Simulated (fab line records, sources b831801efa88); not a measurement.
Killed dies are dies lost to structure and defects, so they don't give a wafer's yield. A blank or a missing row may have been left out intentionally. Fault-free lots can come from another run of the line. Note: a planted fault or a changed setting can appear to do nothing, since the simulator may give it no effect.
Which tool is to blame? || flow gf180mcu || 39 wafers from 13 lots sampled at 5 of the route's 602 steps

WHAT THE GAUGES SHOWED, per wafer
GF_VT_IMPLANT_TW_MEAS_21.
{"lot": "L899", "measured": "day 6 08:59", "on": "film-metro-02", "VT_IMPLANT_2_TW": "1211 1212 1211"}
{"lot": "L904", "measured": "day 7 13:26", "on": "film-metro-01", "VT_IMPLANT_2_TW": "1212 1210 1214"}
{"lot": "L906", "measured": "day 8 01:11", "on": "film-metro-01", "VT_IMPLANT_2_TW": "1215 1219 1211"}
{"lot": "L907", "measured": "day 8 07:46", "on": "film-metro-01", "VT_IMPLANT_2_TW": "1215 1212 1210"}
{"lot": "L908", "measured": "day 8 12:47", "on": "film-metro-02", "VT_IMPLANT_2_TW": "1212 1213 1211"}
{"lot": "L913", "measured": "day 9 22:17", "on": "film-metro-01", "VT_IMPLANT_2_TW": "1213 1208 1215"}
{"lot": "L914", "measured": "day 10 03:21", "on": "film-metro-02", "VT_IMPLANT_2_TW": "1197 1205 1201"}
{"lot": "L915", "measured": "day 10 09:35", "on": "film-metro-03", "VT_IMPLANT_2_TW": "1213 1212 1210"}
{"lot": "L916", "measured": "day 10 15:18", "on": "film-metro-02", "VT_IMPLANT_2_TW": "1200 1203 1205"}
{"lot": "L917", "measured": "day 10 22:12", "on": "film-metro-02", "VT_IMPLANT_2_TW": "1198 1201 1198"}
{"lot": "L918", "measured": "day 11 06:26", "on": "film-metro-02", "VT_IMPLANT_2_TW": "1202 1205 1202"}
{"lot": "L919", "measured": "day 11 12:11", "on": "film-metro-03", "VT_IMPLANT_2_TW": "1213 1210 1217"}
{"lot": "L921", "measured": "day 12 00:24", "on": "film-metro-03", "VT_IMPLANT_2_TW": "1224 1219 1219"}

GF_HV_LDD_CD_MEAS_46 targets a cd of 400 nm.
{"lot": "L899", "measured": "day 12 13:01", "on": "cd-sem-01", "cd-nm (nm)": "400.1 400.0 398.6"}
{"lot": "L904", "measured": "day 13 20:29", "on": "cd-sem-02", "cd-nm (nm)": "398.6 397.4 400.1"}
{"lot": "L906", "measured": "day 14 12:42", "on": "cd-sem-02", "cd-nm (nm)": "- - -"}
{"lot": "L907", "measured": "day 15 01:34", "on": "cd-sem-01", "cd-nm (nm)": "- - -"}
{"lot": "L908", "measured": "day 15 04:53", "on": "cd-sem-01", "cd-nm (nm)": "- - -"}
{"lot": "L913", "measured": "day 16 22:44", "on": "cd-sem-01", "cd-nm (nm)": "396.2 394.3 396.2"}
{"lot": "L914", "measured": "day 17 05:19", "on": "cd-sem-01", "cd-nm (nm)": "403.6 403.3 404.6"}
{"lot": "L915", "measured": "day 17 15:36", "on": "cd-sem-02", "cd-nm (nm)": "397.3 399.5 397.8"}
{"lot": "L916", "measured": "day 17 21:28", "on": "cd-sem-02", "cd-nm (nm)": "396.9 397.1 396.8"}
{"lot": "L917", "measured": "day 18 10:02", "on": "cd-sem-01", "cd-nm (nm)": "399.6 400.5 398.5"}
{"lot": "L918", "measured": "day 18 18:16", "on": "cd-sem-02", "cd-nm (nm)": "401.2 401.3 400.2"}
{"lot": "L919", "measured": "day 19 00:11", "on": "cd-sem-01", "cd-nm (nm)": "398.0 398.2 399.4"}
{"lot": "L921", "measured": "day 19 17:45", "on": "cd-sem-02", "cd-nm (nm)": "401.2 401.3 398.7"}

GF_PSD_OVL_MEAS_08.
{"lot": "L899", "measured": "day 14 08:55", "on": "overlay-01", "PSD_OVL (nm)": "-2.3 -0.3 -0.7"}
{"lot": "L904", "measured": "day 15 18:15", "on": "overlay-01", "PSD_OVL (nm)": "0.3 1.3 0.4"}
{"lot": "L913", "measured": "day 19 01:33", "on": "overlay-01", "PSD_OVL (nm)": "0.6 -0.1 -1.5"}
{"lot": "L914", "measured": "day 19 07:40", "on": "overlay-01", "PSD_OVL (nm)": "1.5 2.4 3.2"}
{"lot": "L915", "measured": "day 19 21:25", "on": "overlay-01", "PSD_OVL (nm)": "0.8 0.7 -0.1"}
{"lot": "L916", "measured": "day 20 01:14", "on": "overlay-02", "PSD_OVL (nm)": "0.4 -0.5 1.2"}
{"lot": "L917", "measured": "day 20 15:09", "on": "overlay-02", "PSD_OVL (nm)": "0.8 -0.9 -2.1"}
{"lot": "L918", "measured": "day 20 22:47", "on": "overlay-02", "PSD_OVL (nm)": "-0.2 0.8 1.4"}
{"lot": "L919", "measured": "day 21 03:31", "on": "overlay-01", "PSD_OVL (nm)": "1.5 1.5 -0.6"}
{"lot": "L921", "measured": "day 21 21:35", "on": "overlay-02", "PSD_OVL (nm)": "1.4 -0.2 2.9"}

WHAT TOOL EACH LOT RAN ON (gives the tool, then ch and the chambers of the sampled wafers, and finally the start)
{"lot": "L899", "GF_VT_IMPLANT_STRIP_09": "plasma-asher-01 ch 1, day 5 17:44", "GF_HV_LDD_COAT_41": "litho-track-02 ch 0, day 12 03:13"}
{"lot": "L904", "GF_VT_IMPLANT_STRIP_09": "plasma-asher-02 ch 0,1, day 6 22:17", "GF_HV_LDD_COAT_41": "litho-track-02 ch 0, day 13 09:52"}
{"lot": "L906", "GF_VT_IMPLANT_STRIP_09": "plasma-asher-04 ch 0,1, day 7 09:20", "GF_HV_LDD_COAT_41": "litho-track-04, day 14 01:55"}
{"lot": "L907", "GF_VT_IMPLANT_STRIP_09": "plasma-asher-02 ch 0,1, day 7 15:46", "GF_HV_LDD_COAT_41": "litho-track-04, day 14 14:47"}
{"lot": "L908", "GF_VT_IMPLANT_STRIP_09": "plasma-asher-04 ch 0,1, day 7 20:20", "GF_HV_LDD_COAT_41": "litho-track-02, day 14 17:47"}
{"lot": "L913", "GF_VT_IMPLANT_STRIP_09": "plasma-asher-02 ch 0,1, day 9 04:56", "GF_HV_LDD_COAT_41": "litho-track-04 ch 0, day 16 11:29"}
{"lot": "L914", "GF_VT_IMPLANT_STRIP_09": "plasma-asher-01 ch 0,1, day 9 09:47", "GF_HV_LDD_COAT_41": "litho-track-01 ch 0, day 16 17:57"}
{"lot": "L915", "GF_VT_IMPLANT_STRIP_09": "plasma-asher-04 ch 0,1, day 9 15:18", "GF_HV_LDD_COAT_41": "litho-track-02 ch 0, day 17 04:05"}
{"lot": "L916", "GF_VT_IMPLANT_STRIP_09": "plasma-asher-01 ch 0,1, day 9 22:10", "GF_HV_LDD_COAT_41": "litho-track-02 ch 0, day 17 09:58"}
{"lot": "L917", "GF_VT_IMPLANT_STRIP_09": "plasma-asher-01 ch 0,1, day 10 04:26", "GF_HV_LDD_COAT_41": "litho-track-01 ch 0, day 17 22:19"}
{"lot": "L918", "GF_VT_IMPLANT_STRIP_09": "plasma-asher-04 ch 0,1, day 10 12:25", "GF_HV_LDD_COAT_41": "litho-track-01 ch 0, day 18 06:04"}
{"lot": "L919", "GF_VT_IMPLANT_STRIP_09": "plasma-asher-01 ch 0,1, day 10 17:29", "GF_HV_LDD_COAT_41": "litho-track-04 ch 0, day 18 12:02"}
{"lot": "L921", "GF_VT_IMPLANT_STRIP_09": "plasma-asher-02 ch 0,1, day 11 06:00", "GF_HV_LDD_COAT_41": "litho-track-04 ch 0, day 19 05:18"}
- GF_VT_IMPLANT_STRIP_09: strips in O2/N2.
- GF_HV_LDD_COAT_41: resist thk 1000 nm.

WHAT THE TOOLS THEMSELVES READ (means of the sampled wafers that have a number; where no wafer has one, the mark that the record gives instead)
GF_VT_IMPLANT_STRIP_09.
{"lot": "L899", "tool": "plasma-asher-01", "drypump-motor-current-A (A)": 5.7, "heater-power-w (W)": 364, "n2-flow-sccm (sccm)": 299.9, "oes-product-au (a.u.)": 0.714, "strip-time-to-endpoint-s (s)": 12.62}
{"lot": "L904", "tool": "plasma-asher-02", "drypump-motor-current-A (A)": 5.7, "heater-power-w (W)": 293, "n2-flow-sccm (sccm)": 299.1, "oes-product-au (a.u.)": 0.716, "strip-time-to-endpoint-s (s)": 12.61}
{"lot": "L906", "tool": "plasma-asher-04", "drypump-motor-current-A (A)": 5.6, "heater-power-w (W)": 340, "n2-flow-sccm (sccm)": 300.7, "oes-product-au (a.u.)": 0.715, "strip-time-to-endpoint-s (s)": 12.59}
{"lot": "L907", "tool": "plasma-asher-02", "drypump-motor-current-A (A)": 5.7, "heater-power-w (W)": 293, "n2-flow-sccm (sccm)": 299.6, "oes-product-au (a.u.)": 0.715, "strip-time-to-endpoint-s (s)": 12.66}
{"lot": "L908", "tool": "plasma-asher-04", "drypump-motor-current-A (A)": 5.6, "heater-power-w (W)": 337, "n2-flow-sccm (sccm)": 299.6, "oes-product-au (a.u.)": 0.717, "strip-time-to-endpoint-s (s)": 12.62}
{"lot": "L913", "tool": "plasma-asher-02", "drypump-motor-current-A (A)": 5.7, "heater-power-w (W)": 307, "n2-flow-sccm (sccm)": 300.3, "oes-product-au (a.u.)": 0.714, "strip-time-to-endpoint-s (s)": 12.63}
{"lot": "L914", "tool": "plasma-asher-01", "drypump-motor-current-A (A)": 5.7, "heater-power-w (W)": 358, "n2-flow-sccm (sccm)": 299.0, "oes-product-au (a.u.)": 0.713, "strip-time-to-endpoint-s (s)": 12.69}
{"lot": "L915", "tool": "plasma-asher-04", "drypump-motor-current-A (A)": 5.6, "heater-power-w (W)": 340, "n2-flow-sccm (sccm)": 300.8, "oes-product-au (a.u.)": 0.719, "strip-time-to-endpoint-s (s)": 12.63}
{"lot": "L916", "tool": "plasma-asher-01", "drypump-motor-current-A (A)": 5.7, "heater-power-w (W)": 363, "n2-flow-sccm (sccm)": 300.7, "oes-product-au (a.u.)": 0.714, "strip-time-to-endpoint-s (s)": 12.63}
{"lot": "L917", "tool": "plasma-asher-01", "drypump-motor-current-A (A)": 5.7, "heater-power-w (W)": 364, "n2-flow-sccm (sccm)": 300.3, "oes-product-au (a.u.)": 0.715, "strip-time-to-endpoint-s (s)": 12.63}
{"lot": "L918", "tool": "plasma-asher-04", "drypump-motor-current-A (A)": 6.0, "heater-power-w (W)": 309, "n2-flow-sccm (sccm)": 299.9, "oes-product-au (a.u.)": 0.718, "strip-time-to-endpoint-s (s)": 12.68}
{"lot": "L919", "tool": "plasma-asher-01", "drypump-motor-current-A (A)": 5.7, "heater-power-w (W)": 356, "n2-flow-sccm (sccm)": 299.0, "oes-product-au (a.u.)": 0.714, "strip-time-to-endpoint-s (s)": 12.58}
{"lot": "L921", "tool": "plasma-asher-02", "drypump-motor-current-A (A)": 5.7, "heater-power-w (W)": 292, "n2-flow-sccm (sccm)": 300.3, "oes-product-au (a.u.)": 0.715, "strip-time-to-endpoint-s (s)": 12.63}

GF_HV_LDD_COAT_41.
{"lot": "L899", "tool": "litho-track-02", "chill-plate-temp-C (C)": 22.98, "dispense-pressure-kPa (kPa)": 49, "spin-speed-rpm (rpm)": 3001.3}
{"lot": "L904", "tool": "litho-track-02", "chill-plate-temp-C (C)": 23.08, "dispense-pressure-kPa (kPa)": 49, "spin-speed-rpm (rpm)": 2999.5}
{"lot": "L906", "tool": "litho-track-04", "chill-plate-temp-C (C)": "-", "dispense-pressure-kPa (kPa)": "-", "spin-speed-rpm (rpm)": "-"}
{"lot": "L907", "tool": "litho-track-04", "chill-plate-temp-C (C)": "-", "dispense-pressure-kPa (kPa)": "-", "spin-speed-rpm (rpm)": "-"}
{"lot": "L908", "tool": "litho-track-02", "chill-plate-temp-C (C)": "-", "dispense-pressure-kPa (kPa)": "-", "spin-speed-rpm (rpm)": "-"}
{"lot": "L913", "tool": "litho-track-04", "chill-plate-temp-C (C)": 23.13, "dispense-pressure-kPa (kPa)": 46, "spin-speed-rpm (rpm)": 2999.7}
{"lot": "L914", "tool": "litho-track-01", "chill-plate-temp-C (C)": 23.06, "dispense-pressure-kPa (kPa)": 55, "spin-speed-rpm (rpm)": 3000.1}
{"lot": "L915", "tool": "litho-track-02", "chill-plate-temp-C (C)": 23.06, "dispense-pressure-kPa (kPa)": 49, "spin-speed-rpm (rpm)": 3002.2}
{"lot": "L916", "tool": "litho-track-02", "chill-plate-temp-C (C)": 22.91, "dispense-pressure-kPa (kPa)": 49, "spin-speed-rpm (rpm)": 3000.7}
{"lot": "L917", "tool": "litho-track-01", "chill-plate-temp-C (C)": 22.99, "dispense-pressure-kPa (kPa)": 55, "spin-speed-rpm (rpm)": 3000.0}
{"lot": "L918", "tool": "litho-track-01", "chill-plate-temp-C (C)": 22.76, "dispense-pressure-kPa (kPa)": 55, "spin-speed-rpm (rpm)": 2999.5}
{"lot": "L919", "tool": "litho-track-04", "chill-plate-temp-C (C)": 23.08, "dispense-pressure-kPa (kPa)": 46, "spin-speed-rpm (rpm)": 2999.0}
{"lot": "L921", "tool": "litho-track-04", "chill-plate-temp-C (C)": 23.06, "dispense-pressure-kPa (kPa)": 46, "spin-speed-rpm (rpm)": 3001.3}

THE ANSWER, worked out from the rows above alone
Rule: usual is defined by the lots themselves. The widest of any qualifying gaps counts: lots, ordered by their means at a reading, are off when they make up no more than a third of the lots, leave a main group of 4 or more, and stand apart from it by 3 or more times the standard deviation of that group's means. The tables above print the reading to a certain number of digits; a main group whose means all agree to those digits is not used. A lot without any number at a reading at which 4 lots or more have one is off too. Any other lot the step has rows for is counted as sound. The gauges are gone through in route order, then the tools' own readings, and for those a lot's mean is taken as printed above. At the first step where some lot is off, the reading lying furthest off is the one used; lots without a number count as furthest.
Off, at GF_HV_LDD_CD_MEAS_46 on cd-nm: L906, L907, L908. Without a number there: L906, L907, L908. The main group: mean 399.2 nm, standard deviation 2.1.
A tool fits if, at a process step before that reading, it ran every lot that is off, and no sound lot after the first of them. Not tried: the gauges at GF_HV_LDD_CD_MEAS_46; whatever is off there is also off at GF_HV_LDD_COAT_41, on other tools, and gauge error can't account for it. None of those tried fits.

WHAT THE SIMULATOR PUT IN
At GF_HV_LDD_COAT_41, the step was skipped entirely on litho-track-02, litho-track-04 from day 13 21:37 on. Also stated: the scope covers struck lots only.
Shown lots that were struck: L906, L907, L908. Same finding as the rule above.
